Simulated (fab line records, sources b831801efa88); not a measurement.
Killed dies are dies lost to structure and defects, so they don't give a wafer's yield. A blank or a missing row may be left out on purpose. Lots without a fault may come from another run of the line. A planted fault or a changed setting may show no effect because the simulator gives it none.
Chamber matching | flow sky130 | SKY_VIA4_CMP_02 on cmp-02: 4 sister chambers
The step polishes SiO2. 8 wafers are shown with their chamber, then 8 later ones without.

WAFERS WITH THEIR CHAMBER
wafer  | chamber | motor_current_A (A)
L623.3 | 2       | 13.1
L627.3 | 0       | 11.2
L627.4 | 3       | 9.9
L627.5 | 1       | 12.5
L628.2 | 0       | 10.8
L628.4 | 1       | 12.3
L628.5 | 2       | 14.9
L631.1 | 3       | 9.9

WAFERS WITHOUT THEIR CHAMBER
wafer  | motor_current_A (A)
L631.4 | 14.3
L631.5 | 11.5
L632.2 | 10.4
L632.5 | 10.4
L632.6 | 10.7
L640.1 | 9.8
L640.3 | 11.5
L640.6 | 12.5

WHICH CHAMBER EACH WENT THROUGH
wafer  | from the rows above          | in truth
L631.4 | 2                            | 2
L631.5 | can't be placed: 0 or 1 or 3 | 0
L632.2 | can't be placed: 3 or 0      | 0
L632.5 | can't be placed: 3 or 0      | 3
L632.6 | can't be placed: 0 or 3      | 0
L640.1 | can't be placed: 3 or 0      | 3
L640.3 | can't be placed: 0 or 1 or 3 | 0
L640.6 | 1                            | 1
Placed correctly: 2 of 8. Can't be placed from these rows: 6 (the true chamber is among the candidates in 6). Placed wrongly: 0.
How it was worked out, from the rows above alone: a wafer's distance from a chamber is the root of the sum, over the readings, of the square of ((its reading less the chamber's mean) divided by the reading's scatter). The wafer belongs to the nearest chamber; if the next one is less than 2 further off, it can't be placed. A chamber's mean is the mean of its shown wafers. The scatter: the root of (the sum of the squares of (reading less its chamber's mean) over the shown wafers, divided by (wafers less chambers)).
